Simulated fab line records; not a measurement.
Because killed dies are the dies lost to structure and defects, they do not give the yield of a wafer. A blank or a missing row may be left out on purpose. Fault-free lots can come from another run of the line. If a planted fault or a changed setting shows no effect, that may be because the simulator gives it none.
Matching of chambers    flow sky130    4 sister chambers for SKY_VIA1_CMP_24 on cmp-01
The step polishes, stops on SiO2, t overpolish 15 s, target thk 0 nm. 4 wafers are shown with their chamber, then 12 later ones without.

## WAFERS PAIRED WITH THEIR CHAMBERS
wafer   chamber  motor current A (A)
L088.3  3        13.1
L088.6  1        10.8
L085.2  0        10.1
L085.6  2        11.7

## WAFERS WITH NO CHAMBER GIVEN
wafer   motor current A (A)
L091.4  10.8
L091.5  10.4
L091.6  9.9
L094.2  10.2
L094.3  11.1
L094.5  12.6
L096.2  10.9
L096.4  10.0
L096.5  12.6
L092.3  9.8
L092.4  11.6
L092.5  9.9

## WHICH CHAMBER EACH ONE RAN IN
wafer    from the rows above       in truth
L091.4   1                         1
L091.5   can't be placed: 0 or 1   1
L091.6   0                         0
L094.2   can't be placed: 0 or 1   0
L094.3   can't be placed: 1 or 2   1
L094.5   can't be placed: 3 or 2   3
L096.2   1                         1
L096.4   0                         0
L096.5   can't be placed: 3 or 2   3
L092.3   0                         0
L092.4   2                         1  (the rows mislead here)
L092.5   0                         0
6 of 12 placed correctly. These rows do not allow placing 5 (true chamber among the candidates in 5). 1 placed wrongly.
How it was worked out, from the rows above alone: a wafer's distance from a chamber is the root of the sum, over the readings, of the square of ((its reading less the chamber's mean) divided by the reading's scatter). The wafer belongs to the nearest chamber; if the next one is less than 2 further off, it can't be placed. A chamber's mean is the mean of its shown wafers. The scatter: root of mean squared gap, hidden wafer to nearest shown wafer, with one shown wafer a chamber.
